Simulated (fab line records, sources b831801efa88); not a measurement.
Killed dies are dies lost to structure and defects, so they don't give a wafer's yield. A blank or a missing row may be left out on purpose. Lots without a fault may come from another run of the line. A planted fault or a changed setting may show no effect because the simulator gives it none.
Chamber matching | flow sky130 | SKY_CONTACT_ETCH_16 on rie_diel-02: 4 sister chambers
The step etches BARC in N2/H2, stops on SiO2, time 45.9 s, target depth 60 nm. 4 wafers are shown with their chamber, then 7 later ones without.

WAFERS WITH THEIR CHAMBER
wafer  | chamber | rf_fwd_power_W (W)
L082.5 | 1       | 495.6
L084.5 | 0       | 492.4
L087.1 | 3       | 495.1
L087.3 | 2       | 493.4

WAFERS WITHOUT THEIR CHAMBER
wafer  | rf_fwd_power_W (W)
L087.5 | 493.1
L089.1 | 497.2
L089.2 | 492.8
L089.4 | 498.1
L092.3 | 491.8
L092.4 | 495.4
L092.5 | 496.0

WHICH CHAMBER EACH WENT THROUGH
wafer  | from the rows above               | in truth
L087.5 | can't be placed: 2 or 0 or 3 or 1 | 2
L089.1 | can't be placed: 1 or 3 or 2      | 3
L089.2 | can't be placed: 0 or 2 or 3      | 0
L089.4 | can't be placed: 1 or 3 or 2      | 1
L092.3 | can't be placed: 0 or 2           | 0
L092.4 | can't be placed: 1 or 3 or 2      | 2
L092.5 | can't be placed: 1 or 3 or 2      | 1
Placed correctly: 0 of 7. Can't be placed from these rows: 7 (the true chamber is among the candidates in 7). Placed wrongly: 0.
How it was worked out, from the rows above alone: a wafer's distance from a chamber is the root of the sum, over the readings, of the square of ((its reading less the chamber's mean) divided by the reading's scatter). The wafer belongs to the nearest chamber; if the next one is less than 2 further off, it can't be placed. A chamber's mean is the mean of its shown wafers. The scatter: with one shown wafer a chamber, the root of the mean of the squares of how far each hidden wafer lies from its nearest shown one.
